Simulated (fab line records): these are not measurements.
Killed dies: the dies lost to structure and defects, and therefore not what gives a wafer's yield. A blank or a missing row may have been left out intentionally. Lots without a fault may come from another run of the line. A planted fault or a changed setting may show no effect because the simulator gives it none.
fab line records | flow sfqLine
[record] lots = 5 wafers = 14 lastDay = 94
route steps=325 shown INCOMING@1 L0@3 L0V@16 M0@28 M8@325
lots that met no fault: from a run of the same line without faults
startH: the number of hours between the record's first day and the start of the first shown wafer of the lot | waitH: hours since the lot's step before | " as in the row above | L1.1+2: a row that stands for several wafers | - no value, or no start was given | * or withheld: withheld | < > ~ a bound
route shown NAME@n: a module of which the file shows steps, and the number in the route of the first | usual: mean/standard deviation of fault-free wafers | same: alike in all rows | chamber/n: place in a boat | sites: per-site readings | _std_site: standard deviation across them | _edge_site: mean of outer sites minus mean of inner sites | radiusMm: how far each site lies from the wafer's centre | mask NAME#n: copy n | behind: the last tool/chamber to shape the wafer | hold: the reason the lot was held/the length of the hold in hours/how it ended | device: transistor that didn't switch, given as n, p or np | end of line: the route-end tests of the same wafers | a step without rows: its recipe alone | killed: dies that structure and defects cost at the first sort, which is not the same as the wafer's yield | map: dies across one wafer; x = killed, . = not, _ = none there
set.NAME: the setting that was run; set.NAME@STEP: the one run at that earlier step | model.NAME: the simulator's own value behind a step, which no gauge read
lots at selected steps of the route; one table per step, one row per wafer
services: the hour from which a tool's chamber was out of use, counted from the record's first day as startH (under 0 if before that day), plus the number of hours and why
[[steps]]
[step SFQ_INCOMING_BOW_MEAS_900]
[recipe] mode = bow
[usual] INCOMING_BOW = 0/6.5
// columns lot.wafer tool chamber startH waitH INCOMING_BOW[um]
L422.1 filmMetro-02 - 40.00 - -7
L422.5 " - " " -4
L422.6 " - " " 4
L424.2 filmMetro-04 - 50.02 - 5
L424.3 " - " " 4
L424.5 " - " " 14
L434.4 filmMetro-02 - 100.06 - -13
L434.5 " - " " -6
L438.4 filmMetro-02 - 120.06 - 5
L438.5 " - " " -2
L438.6 " - " " -7
L439.3 filmMetro-02 - 125.04 - 0
L439.5 " - " " -2
L439.6 " - " " -6
[step SFQ_TRILAYER_INCOMING_OXIDATION_002]
[recipe] tempC = 1000 ambient = H2O targetThkA = 5000 pH2oTorr = 720 oxTimeS = 4939
[step SFQ_TRILAYER_L0_DEP_SPUTTER_003]
[recipe] material = MoNx_KI basePressurePa = 1.33e-06 targetThkNm = 40 powerW = 800 timeS = 100 chamberPressurePa = 0.4
[usual] throttleValvePct = 29.1/1.4
// columns lot.wafer tool chamber startH waitH throttleValvePct model.MoNx_KI_of_TRILAYER_L0_DEP_SPUTTER_003.thkNm
L422.1 pvdSputter-05 - 42.49 0.0 27.5 40.08
L422.5 " - " " 27.5 40.97
L422.6 " - " " 27.3 40.16
L424.2 pvdSputter-03 - 52.49 0.0 32.0 39.94
L424.3 " - " " 29.2 40.19
L424.5 " - " " 31.0 40.87
L434.4 pvdSputter-03 - 102.49 0.0 30.9 40.84
L434.5 " - " " 31.6 20.28
L438.4 pvdSputter-05 - 122.49 0.0 27.8 40.6
L438.5 " - " " 27.1 40.35
L438.6 " - " " 27.6 41.79
L439.3 pvdSputter-05 - 127.49 0.0 27.7 40.88
L439.5 " - " " 28.2 40.17
L439.6 " - " " 29.6 40.57
[step SFQ_L0_RS_MEAS_901]
[recipe] thkMeasGauge = four-point-probe reads = MoNx_KI_of_TRILAYER_L0_DEP_SPUTTER_003
[usual] L0_MONX_KI_RS = 43.2/0.66
// columns lot.wafer tool chamber startH waitH L0_MONX_KI_RS[ohm/sq]
L422.1 filmMetro-02 - 42.56 0.0 43.4
L422.5 " - " " 42.4
L422.6 " - " " 43.4
L424.2 filmMetro-02 - 52.58 0.1 43.6
L424.3 " - " " 43.2
L424.5 " - " " 42.5
L434.4 filmMetro-03 - 102.62 0.1 42.6
L434.5 " - " " 85.8
L438.4 filmMetro-03 - 122.62 0.1 42.8
L438.5 " - " " 43.1
L438.6 " - " " 41.6
L439.3 filmMetro-03 - 127.60 0.1 42.6
L439.5 " - " " 43.4
L439.6 " - " " 42.8
[step SFQ_L0_THK_MEAS_902]
[recipe] thkMeasGauge = xrf reads = MoNx_KI_of_TRILAYER_L0_DEP_SPUTTER_003
[usual] L0_MONX_KI_THK = 39.6/0.61
// columns lot.wafer tool chamber startH waitH L0_MONX_KI_THK[nm]
L422.1 filmMetro-02 - 42.68 0.1 39.6
L422.5 " - " " 40.4
L422.6 " - " " 39.6
L424.2 filmMetro-02 - 52.69 0.1 39.5
L424.3 " - " " 39.4
L424.5 " - " " 40.3
L434.4 filmMetro-03 - 102.71 0.1 40.0
L434.5 " - " " 20.0
L438.4 filmMetro-03 - 122.71 0.1 40.0
L438.5 " - " " 39.6
L438.6 " - " " 41.2
L439.3 filmMetro-03 - 127.70 0.1 40.2
L439.5 " - " " 39.5
L439.6 " - " " 39.7
[step SFQ_TRILAYER_L0_LITHO_COAT_010]
[recipe] resist = BARC spinRpm = 3000 resistThkNm = 62
[step SFQ_TRILAYER_L0_LITHO_COAT_005]
[recipe] resist = KrF spinRpm = 3000 resistThkNm = 600
[step SFQ_TRILAYER_L0_LITHO_SOFTBAKE_009]
[recipe] tempC = withheld timeS = withheld resist = KrF
[step SFQ_TRILAYER_L0_LITHO_EXPOSE_006]
[recipe] maskId = L0 na = 0.6 sourceShape = conventional sigmaOuter = 0.65 targetCdNm = 2000 doseMj = 14.4
[step SFQ_TRILAYER_L0_LITHO_PEB_008]
[recipe] pebTempC = 115 pebTimeS = 60 resist = KrF
[step SFQ_TRILAYER_L0_LITHO_DEVELOP_007]
[recipe] timeS = 60 resist = KrF
[step SFQ_TRILAYER_L0_BARC_OPEN_METAL_ETCH_010]
[recipe] maskMaterial = PR chemistry = O2 targetDepthNm = 125 target = BARC icpW = 600 biasW = 80 pressureMtorr = 10 timeS = 41.7
[usual] drypumpMotorCurrentA = 5.9/0.42 oesProductAu = 0.684/0.0042
// columns lot.wafer tool chamber startH waitH drypumpMotorCurrentA oesProductAu rfHoursCounterH
L422.1 rieMetal-04 1 85.05 0.1 5.7 0.685 44
L422.5 " 0 " " 6.2 0.683 -
L422.6 " 1 " " 5.8 0.683 -
L424.2 rieMetal-02 0 93.45 0.1 6.3 0.684 0
L424.3 " 0 " " 6.3 0.680 -
L424.5 " 0 " " 6.3 0.687 -
L434.4 rieMetal-01 0 143.42 0.1 5.0 0.689 -
L434.5 " 1 " " 5.6 0.685 -
L438.4 rieMetal-02 1 163.62 0.1 5.9 0.691 -
L438.5 " 1 " " 5.8 0.675 -
L438.6 " 0 " " 6.3 0.688 -
L439.3 rieMetal-04 0 168.42 0.1 6.1 0.690 -
L439.5 " 1 " " 5.7 0.680 -
L439.6 " 0 " " 6.2 0.689 -
[step SFQ_TRILAYER_L0_ETCH_METAL_ETCH_008]
[recipe] target = MoNx_KI stopOn = SiO2 maskMaterial = PR chemistry = SF6/O2 targetDepthNm = 50 icpW = 600 biasW = 80 pressureMtorr = 10 timeS = 25
[usual] drypumpMotorCurrentA = 5.9/0.42 oesProductAu = 0.877/0.0087
// columns lot.wafer tool chamber startH waitH drypumpMotorCurrentA oesProductAu rfHoursCounterH
L422.1 rieMetal-04 1 85.11 0.0 5.7 0.876 44
L422.5 " 0 " " 6.2 0.889 -
L422.6 " 1 " " 5.7 0.878 -
L424.2 rieMetal-02 0 93.51 0.0 6.3 0.869 0
L424.3 " 0 " " 6.3 0.879 -
L424.5 " 0 " " 6.3 0.889 -
L434.4 rieMetal-01 0 143.48 0.0 5.0 0.887 -
L434.5 " 1 " " 5.6 0.630 -
L438.4 rieMetal-02 1 163.68 0.0 5.9 0.882 -
L438.5 " 1 " " 5.9 0.878 -
L438.6 " 0 " " 6.3 0.902 -
L439.3 rieMetal-04 0 168.48 0.0 6.2 0.889 -
L439.5 " 1 " " 5.7 0.868 -
L439.6 " 0 " " 6.1 0.878 -
[step SFQ_TRILAYER_L0_STRIP_STRIP_009]
[recipe] gas = O2 powerW = 200 platenTempC = 40 overashFraction = 0.65 chemistry = O2 pressureMtorr = 50
[step SFQ_TRILAYER_L0_STRIP_SOLV_CLEAN_010]
[recipe] chemistry = NMP tempC = 70 timeS = 600
[step SFQ_TRILAYER_L0_CAP_PECVD_011]
[recipe] material = SiO2 tempC = 150 timeS = 13.333 pressureTorr = 2.4 rfW = 183.3 precursor = SiH4/N2O targetThkNm = 60
[step SFQ_TRILAYER_L0_VIA_LITHO_COAT_018]
[recipe] resist = BARC spinRpm = 3000 resistThkNm = 62
[step SFQ_TRILAYER_L0_VIA_LITHO_COAT_013]
[recipe] resist = KrF spinRpm = 3000 resistThkNm = 650
[step SFQ_TRILAYER_L0_VIA_LITHO_SOFTBAKE_017]
[recipe] tempC = withheld timeS = withheld resist = KrF
[step SFQ_TRILAYER_L0_VIA_LITHO_EXPOSE_014]
[recipe] maskId = L0V na = 0.6 sourceShape = conventional sigmaOuter = 0.65 targetCdNm = 700 doseMj = 21.3
[step SFQ_TRILAYER_L0_VIA_LITHO_PEB_016]
[recipe] pebTempC = 115 pebTimeS = 60 resist = KrF
[step SFQ_TRILAYER_L0_VIA_LITHO_DEVELOP_015]
[recipe] timeS = 60 resist = KrF
[step SFQ_L0V_OVL_MEAS_903]
[usual] L0V_OVL = 0/5.1
// columns lot.wafer tool chamber startH waitH L0V_OVL[nm]
L422.1 overlay-01 - 127.80 0.1 2
L422.5 " - " " 1
L422.6 " - " " 3
L424.2 overlay-01 - 136.21 0.1 -5
L424.3 " - " " -4
L424.5 " - " " -2
L434.4 overlay-02 - 185.32 0.1 8
L434.5 " - " " 6
L438.4 overlay-01 - 204.52 0.1 1
L438.5 " - " " -6
L438.6 " - " " 1
L439.3 overlay-02 - 209.32 0.1 -2
L439.5 " - " " -2
L439.6 " - " " -2
[step SFQ_TRILAYER_L0_VIA_BARC_OPEN_VIA_ETCH_021]
[recipe] maskMaterial = PR chemistry = O2 targetDepthNm = 125 target = BARC sourceW = 500 biasW = 80 pressureMtorr = 30 timeS = 41.7
[usual] drypumpMotorCurrentA = 5.5/0.41 oesProductAu = 0.686/0.0041
// columns lot.wafer tool chamber startH waitH drypumpMotorCurrentA oesProductAu rfHoursCounterH
L422.1 rieDiel-04 1 127.84 0.0 5.6 0.682 25
L422.5 " 3 " " 6.3 0.684 -
L422.6 " 2 " " 5.5 0.682 -
L424.2 rieDiel-01 1 136.24 0.0 5.2 0.681 97
L424.3 " 0 " " 5.4 0.691 120
L424.5 " 1 " " 5.2 0.677 -
L434.4 rieDiel-03 0 185.34 0.0 6.2 0.685 81
L434.5 " 3 " " 5.0 0.682 -
L438.4 rieDiel-01 1 204.54 0.0 5.2 0.689 98
L438.5 " 1 " " 5.2 0.688 -
L438.6 " 0 " " 5.4 0.691 -
L439.3 rieDiel-01 0 209.34 0.0 5.4 0.682 121
L439.5 " 3 " " 5.6 0.685 -
L439.6 " 0 " " 5.4 0.690 -
[step SFQ_TRILAYER_L0_VIA_ETCH_VIA_ETCH_016]
[recipe] target = SiO2 stopOn = MoNx_KI maskMaterial = PR chemistry = CHF3 targetDepthNm = 80 sourceW = 500 biasW = 80 pressureMtorr = 30 timeS = withheld
[usual] drypumpMotorCurrentA = 5.5/0.42 oesProductAu = 0.845/0.0074
// columns lot.wafer tool chamber startH waitH drypumpMotorCurrentA oesProductAu
L422.1 rieDiel-04 1 127.88 0.0 5.6 0.836
L422.5 " 3 " " 6.3 0.852
L422.6 " 2 " " 5.5 0.856
L424.2 rieDiel-01 1 136.28 0.0 5.2 0.839
L424.3 " 0 " " 5.4 0.847
L424.5 " 1 " " 5.2 0.844
L434.4 rieDiel-03 0 185.38 0.0 6.2 0.852
L434.5 " 3 " " 5.0 0.849
L438.4 rieDiel-01 1 204.58 0.0 5.2 0.859
L438.5 " 1 " " 5.2 0.849
L438.6 " 0 " " 5.4 0.850
L439.3 rieDiel-01 0 209.38 0.0 5.4 0.845
L439.5 " 3 " " 5.6 0.843
L439.6 " 0 " " 5.4 0.850
[step SFQ_TRILAYER_L0_VIA_STRIP_STRIP_017]
[recipe] gas = O2 powerW = 200 platenTempC = 40 overashFraction = 0.65 chemistry = O2 pressureMtorr = 50
[usual] drypumpMotorCurrentA = 6.0/0.41 oesProductAu = 1.002/0.013
// columns lot.wafer tool chamber startH waitH drypumpMotorCurrentA oesProductAu rfHoursCounterH
L422.1 rieMetal-02 1 127.93 - 5.9 0.997 14
L422.5 " 0 " " 6.3 0.969 -
L422.6 " 1 " " 5.9 0.993 -
L424.2 rieMetal-04 0 136.33 - 6.2 1.008 147
L424.3 " 1 " " 5.7 1.026 -
L424.5 " 0 " " 6.1 1.015 -
L434.4 rieMetal-04 1 185.63 - 5.7 1.018 -
L434.5 " 0 " " 6.2 0.998 -
L438.4 rieMetal-04 1 204.83 - 5.7 1.019 -
L438.5 " 1 " " 5.7 1.016 -
L438.6 " 0 " " 6.2 1.009 -
L439.3 rieMetal-02 0 209.63 - 6.3 0.977 -
L439.5 " 0 " " 6.3 0.973 -
L439.6 " 1 " " 5.9 0.993 -
[step SFQ_TRILAYER_L0_VIA_STRIP_SOLV_CLEAN_018]
[recipe] chemistry = NMP tempC = 70 timeS = 600
[step SFQ_TRILAYER_M0_DEP_PRE_CLEAN_020]
[recipe] gas = Ar timeS = 15 biasV = 250
[step SFQ_TRILAYER_M0_DEP_SPUTTER_019]
[recipe] material = Nb basePressurePa = 1.33e-06 chamberPressurePa = 0.1333 substrateTempC = 20 resputterCathodeVoltageV = 400 targetThkNm = 200 powerW = 2000 timeS = 133.3
[usual] throttleValvePct = 29.0/1
// columns lot.wafer tool chamber startH waitH throttleValvePct
L422.1 pvdSputter-04 - 128.74 0.0 29.9
L422.5 " - " " 30.0
L422.6 " - " " 30.2
L424.2 pvdSputter-05 - 137.14 0.0 29.6
L424.3 " - " " 28.2
L424.5 " - " " 29.6
L434.4 pvdSputter-04 - 186.23 0.0 29.8
L434.5 " - " " 30.0
L438.4 pvdSputter-06 - 205.44 0.0 30.7
L438.5 " - " " 29.3
L438.6 " - " " 29.7
L439.3 pvdSputter-05 - 210.24 0.0 28.2
L439.5 " - " " 29.8
L439.6 " - " " 28.1
[step SFQ_M0_RS_MEAS_904]
[recipe] thkMeasGauge = four-point-probe reads = Nb_of_TRILAYER_M0_DEP_SPUTTER_019
[usual] M0_NB_RS = 0.888/0.0093
// columns lot.wafer tool chamber startH waitH M0_NB_RS[ohm/sq]
L422.1 filmMetro-03 - 128.83 0.0 0.895
L422.5 " - " " 0.889
L422.6 " - " " 0.888
L424.2 filmMetro-02 - 137.25 0.1 0.873
L424.3 " - " " 0.889
L424.5 " - " " 0.866
L434.4 filmMetro-02 - 186.38 0.1 0.890
L434.5 " - " " 0.887
L438.4 filmMetro-04 - 205.59 0.1 0.898
L438.5 " - " " 0.917
L438.6 " - " " 0.906
L439.3 filmMetro-02 - 210.37 0.1 0.895
L439.5 " - " " 0.882
L439.6 " - " " 0.890
[step SFQ_TRILAYER_M0_LITHO_COAT_026]
[recipe] resist = BARC spinRpm = 3000 resistThkNm = 62
[step SFQ_M8_BOW_MEAS_951]
[recipe] mode = bow
[usual] M8_BOW = 9/11
// columns lot.wafer tool chamber startH waitH M8_BOW[um] model.etest.l0v.linkOhm model.etest.l0.ohmSq model.etest.l0.ohmUm
L422.1 filmMetro-03 - 2059.09 0.0 4 44.36 43.44 21.68
L422.5 " - " " 5 43.41 42.49 21.21
L422.6 " - " " 14 44.27 43.36 21.66
L424.2 filmMetro-04 - 2066.55 0.0 9 44.49 43.59 21.8
L424.3 " - " " 7 44.23 43.32 21.67
L424.5 " - " " 15 43.49 42.6 21.31
L434.4 filmMetro-04 - 2188.29 0.1 11 43.55 42.63 21.3
L434.5 " - " " 18 86.76 85.85 42.91
L438.4 filmMetro-03 - 2255.61 0.1 4 43.81 42.88 21.44
L438.5 " - " " -2 44.09 43.15 21.59
L438.6 " - " " -9 42.6 41.67 20.84
L439.3 filmMetro-01 - 2256.79 0.0 6 43.51 42.59 21.31
L439.5 " - " " 4 44.25 43.34 21.67
L439.6 " - " " 0 43.84 42.92 21.47
[[services]]
// columns tool chamber startH hours kind
rieMetal-02 1 32.47 3.8 repair
rieMetal-02 1 36.47 - clean
rieMetal-02 1 36.47 - consumableReplace:focusRing
rieMetal-02 1 36.47 17.6 scheduledDown
rieMetal-02 1 36.47 17.6 ventCycle
pvdSputter-06 - 37.56 0.5 repair
rieMetal-04 - 42.15 1.3 repair
pvdSputter-04 - 63.38 1.1 repair
pvdSputter-03 - 69.02 3.7 repair
rieMetal-02 0 79.76 - clean
rieDiel-04 1 84.87 14.4 repair
rieDiel-04 3 88.69 10.2 repair
rieMetal-04 - 110.51 2.8 pm
pvdSputter-03 - 114.90 3.7 repair
rieMetal-04 1 129.40 4.3 repair
pvdSputter-04 - 130.20 1.3 repair
rieMetal-02 - 131.68 15.6 pm
pvdSputter-03 - 147.96 2.3 repair
rieMetal-01 - 148.47 16.1 repair
rieDiel-03 - 178.34 1.5 repair
pvdSputter-05 - 182.51 4.7 repair
pvdSputter-06 - 189.12 0.7 repair
rieDiel-03 1 190.87 7.5 repair
rieDiel-03 2 192.37 1.7 repair
[[key]]
[firstSign] step = SFQ_L0_RS_MEAS_901 reading = L0_MONX_KI_RS direction = up sigmas = 65 usual = 43.2 struck = 85.8
[effect] step = SFQ_L0_THK_MEAS_902 reading = L0_MONX_KI_THK direction = down sigmas = 32 usual = 39.6 struck = 20.0
[effect] step = SFQ_TRILAYER_L0_ETCH_METAL_ETCH_008 reading = oesProductAu direction = down sigmas = 28 usual = 0.877 struck = 0.630
[modelEffect] step = SFQ_TRILAYER_L0_DEP_SPUTTER_003 value = MoNx_KI_of_TRILAYER_L0_DEP_SPUTTER_003.thkNm without = 39.83 struck = 20.28
[modelEffect] step = SFQ_M8_BOW_MEAS_951 value = etest.l0v.linkOhm without = 44.63 struck = 86.76
metAt SFQ_TRILAYER_L0_DEP_SPUTTER_003
struckWafers L434.5
onsetBetween 52.49 102.49
[fault] kind = processParameterDrift tool = pvdSputter-03 chamber = - onsetH = 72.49 steps = SFQ_TRILAYER_L0_DEP_SPUTTER_003 channel = targetThkNm offset = -19.548 shape = step endH = 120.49 scope = struckWafersOnly actsIn = theseRecipesOnly stated = 40
